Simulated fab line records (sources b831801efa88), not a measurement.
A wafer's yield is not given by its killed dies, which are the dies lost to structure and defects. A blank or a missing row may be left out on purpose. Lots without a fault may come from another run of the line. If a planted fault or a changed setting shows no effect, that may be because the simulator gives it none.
Problem report, 8D (eight disciplines) form, completed by code :: flow sky130 :: the parts of the form that need people (team, actions taken, sign-off) are left out

1. WHAT IS WRONG
Wafers without a fault read 6.52 s, standard deviation 0.14; strip_time_to_endpoint_s at SKY_METAL3_STRIP_19 reads a mean of 3.83 s on 3 wafers belonging to 2 lots. That puts it -19 standard deviations away from the usual mean.
The step: strips in O2/N2.
First observed at day 40 10:22: wafer L214.1, on plasma_asher-02. The record holds 33 wafers of 11 lots with a number at this step. Rule for "out", or "out of limits": more than 4 standard deviations from the usual mean. Any other wafer with a number is counted as sound.

2. WHAT IT IS, AND WHAT IT ISN'T
question: which readings at this step
is: strip_time_to_endpoint_s, oes_product_au
is not: drypump_motor_current_A

question: which lots
is: L214, L215
is not: L210, L211, L212, L224, L225, L227, L228, L229, L231

question: which wafers of those lots
is: L214.1, L214.5, L215.1
is not: L214.4, L215.4, L215.5

question: read on which tools
is: plasma_asher-01, plasma_asher-02
is not: plasma_asher-04

question: when
is: from day 40 10:22
is not: up to then (10 sound wafers); but 20 sound wafers of L215, L224, L225, L227, L228, L229, L231 came after

3. WHAT RULES OUT EACH SUSPECT
Counting: if a tool at a process step up to the reading ran every lot that is out, it stays a suspect. Sound lots after the first of them don't rule it out here, since some wafers of a struck lot are sound.
- pvd_sputter-01 at SKY_CAPM_SPUTTER_02 (material TiN, target thk 200 nm, time 164.1 s): kept. It ran every lot that is out, first L214 (day 38 08:38).
- rie_metal-02 at SKY_METAL3_METAL_ETCH_18 (etches the open film in Cl2/BCl3, stops on SiO2, target depth 845 nm, time 183.1 s): kept. Ran every lot that is out, first one L214 (day 40 10:11); last sound lot up to then L212 (day 39 12:44).
- Within rie_metal-02 at SKY_METAL3_METAL_ETCH_18, the wafers that are out were processed in chamber 0 and their sound lot-mates in chamber 1.
After counting, pvd_sputter-01 at SKY_CAPM_SPUTTER_02 and rie_metal-02 at SKY_METAL3_METAL_ETCH_18 remain.

4. THE CAUSE (what the simulator had put in)
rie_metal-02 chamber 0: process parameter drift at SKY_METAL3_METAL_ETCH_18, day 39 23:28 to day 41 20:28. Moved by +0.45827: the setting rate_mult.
This tool is one of the 2 suspects left after counting.

5. THE EFFECT CHAIN, in route order
Each row: a reading where the mean over the struck wafers with a number is more than 3 standard deviations away from the usual. Readings are gone through only where the record gives a usual standard deviation; hours: the median, over the lots, of the time from a lot's start at the first step in this table giving one to that lot's start at this step; sigmas: the change measured in usual standard deviations.
hours: 0
step: SKY_METAL3_STRIP_19
reading: oes_product_au
usual: 0.501 a.u.
on struck wafers: 0.386
change: -0.115
sigmas: -15

hours: 0
step: SKY_METAL3_STRIP_19
reading: strip_time_to_endpoint_s
usual: 6.52 s
on struck wafers: 3.83
change: -2.69
sigmas: -19
Its process steps:
- SKY_METAL3_STRIP_19: strips in O2/N2.

6. WHAT WOULD HAVE CAUGHT IT SOONER
In this record no reading fell out of limits until day 40 10:22, 11 hours after the fault had begun at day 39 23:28.
An alarm limit of 4 standard deviations would not have fired on the tool readings at SKY_METAL3_METAL_ETCH_18 for which the record gives a usual standard deviation, since none of them was out on any struck wafer.
Among the 2 lots that are out, L215 began SKY_METAL3_METAL_ETCH_18 on rie_metal-02 after day 40 10:22. Holding the tool at that time would have saved it.
